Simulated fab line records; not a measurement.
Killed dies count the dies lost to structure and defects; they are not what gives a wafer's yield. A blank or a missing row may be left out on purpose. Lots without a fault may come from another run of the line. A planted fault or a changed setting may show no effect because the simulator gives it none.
What tool caused it? -- flow sky130 -- Sampling: 13 lots, 39 wafers, 3 of 708 route steps

## WHAT THE GAUGES SHOWED, per wafer
SKY_NWELL_RS_MEAS_29: the measuring method here is four-point-probe. Usual: for NWELL_RS the level is 624.6 ohm/sq and the standard deviation is 1.4.
lot,measured,on,NWELL_RS (ohm/sq),flag
L180,day 5 09:47,film-metro-03,624.0 623.5 622.3,
L181,day 5 18:11,film-metro-03,623.5 624.0 623.8,
L183,day 6 02:25,film-metro-01,627.5 626.0 623.8,
L184,day 6 06:32,film-metro-01,623.0 625.2 623.8,
L185,day 6 16:24,film-metro-04,637.2 637.4 638.5,OFF
L187,day 7 02:56,film-metro-03,634.5 635.0 634.8,OFF
L189,day 7 16:16,film-metro-03,635.6 638.1 637.8,OFF
L196,day 9 14:49,film-metro-04,625.1 624.6 625.8,
L198,day 9 22:56,film-metro-04,623.3 624.6 626.0,
L199,day 10 06:37,film-metro-03,623.2 624.6 623.5,
L200,day 10 10:06,film-metro-01,622.5 621.9 622.4,
L201,day 11 00:23,film-metro-04,625.8 626.4 624.9,
L202,day 11 10:56,film-metro-04,624.4 624.8 624.2,

SKY_VIA3_OVL_MEAS_13. Usual: for VIA3_OVL the level is 3 nm and the standard deviation is 5.5.
lot,measured,on,VIA3_OVL (nm),flag
L180,day 39 19:37,overlay-02,5 5 7,
L181,day 40 01:09,overlay-02,12 8 10,
L183,day 40 21:49,overlay-02,10 0 0,
L184,day 40 22:36,overlay-01,4 3 6,
L185,day 41 10:25,overlay-01,3 -3 9,
L187,day 42 06:24,overlay-02,-8 -3 -3,
L189,day 42 13:16,overlay-02,12 13 8,
L196,day 44 16:58,overlay-01,10 5 6,
L198,day 44 19:16,overlay-02,4 0 7,
L199,day 45 05:07,overlay-02,0 2 -3,
L200,day 45 09:31,overlay-02,2 5 7,
L201,day 45 21:07,overlay-02,6 3 13,
L202,day 46 06:49,overlay-01,11 3 -4,

## EACH LOT AND THE TOOL THAT RAN IT (in order: tool; ch and the chambers of the sampled wafers; start)
lot,SKY_NWELL_IMPLANT_13
L180,"implanter-02 ch 0, day 4 15:50"
L181,"implanter-02 ch 0, day 4 23:41"
L183,"implanter-01 ch 0, day 5 07:22"
L184,"implanter-01 ch 0, day 5 11:26"
L185,"implanter-01 ch 0, day 5 21:10"
L187,"implanter-01 ch 0, day 6 07:14"
L189,"implanter-01 ch 0, day 6 20:00"
L196,"implanter-02 ch 0, day 8 14:56"
L198,"implanter-02 ch 0, day 8 23:17"
L199,"implanter-04 ch 0, day 9 09:08"
L200,"implanter-02 ch 0, day 9 11:38"
L201,"implanter-04 ch 0, day 10 01:32"
L202,"implanter-04 ch 0, day 10 11:25"
- SKY_NWELL_IMPLANT_13

## AS READ BY THE TOOLS THEMSELVES (means over the sampled wafers that have a number; for cases with no such wafer, the mark the record gives instead)
SKY_NWELL_IMPLANT_13. Usual: dose-ions-cm2 6.999e+11, standard deviation 7.2e+08; faraday-current-uA 3.94, standard deviation 0.082.
lot,tool,dose-ions-cm2,faraday-current-uA,flag
L180,implanter-02,7.000e+11,3.95,
L181,implanter-02,7.002e+11,3.87,
L183,implanter-01,7.000e+11,3.88,
L184,implanter-01,6.996e+11,3.93,
L185,implanter-01,3.556e+11,1.95,OFF
L187,implanter-01,3.556e+11,1.98,OFF
L189,implanter-01,3.556e+11,2.01,OFF
L196,implanter-02,7.001e+11,3.98,
L198,implanter-02,6.994e+11,3.94,
L199,implanter-04,7.012e+11,3.96,
L200,implanter-02,6.997e+11,3.96,
L201,implanter-04,6.999e+11,4.00,
L202,implanter-04,7.001e+11,3.93,

## THE ANSWER, worked out from the rows above alone
Rule: a lot counts as off when the mean over its wafers that have a number is more than 3 standard deviations away from the usual mean. A lot without any number at a reading at which 4 lots or more have one is off too. Where the step has rows for the other lots, those lots are counted as sound. After the gauges, taken in route order, come the tools' own readings; for these a lot's mean is taken, as printed above. The first step at which some lot is off is used, and at that step the reading that is off furthest; a lot without a number counts as furthest.
Off: at SKY_NWELL_RS_MEAS_29 (NWELL_RS), L185, L187, L189.
A tool fits if, at a process step before that reading, it ran every lot that is off, and no sound lot after the first of them. The gauges at SKY_NWELL_RS_MEAS_29 aren't tried: what is off there is off at SKY_NWELL_IMPLANT_13 too, on other tools, and a gauge's error can't cause that. One fits: implanter-01 at SKY_NWELL_IMPLANT_13. A fault onset in the window from L184 (day 5 11:26, its last sound lot) to L185 (day 5 21:10, its first lot off) fits.
The tool's own readings at SKY_NWELL_IMPLANT_13 bear it out: on the lots that are off they differ by more than 5 times the standard deviation of the sound lots' means. dose-ions-cm2 reads 3.556e+11 there against 7.000e+11 on the sound lots; faraday-current-uA reads 1.98 there against 3.94 on the sound lots.

## WHAT WAS PUT IN BY THE SIMULATOR
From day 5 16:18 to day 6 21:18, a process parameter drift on implanter-01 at SKY_NWELL_IMPLANT_13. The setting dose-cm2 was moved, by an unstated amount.
Lots struck among those shown: L185, L187, L189. The rule above reached the same finding.
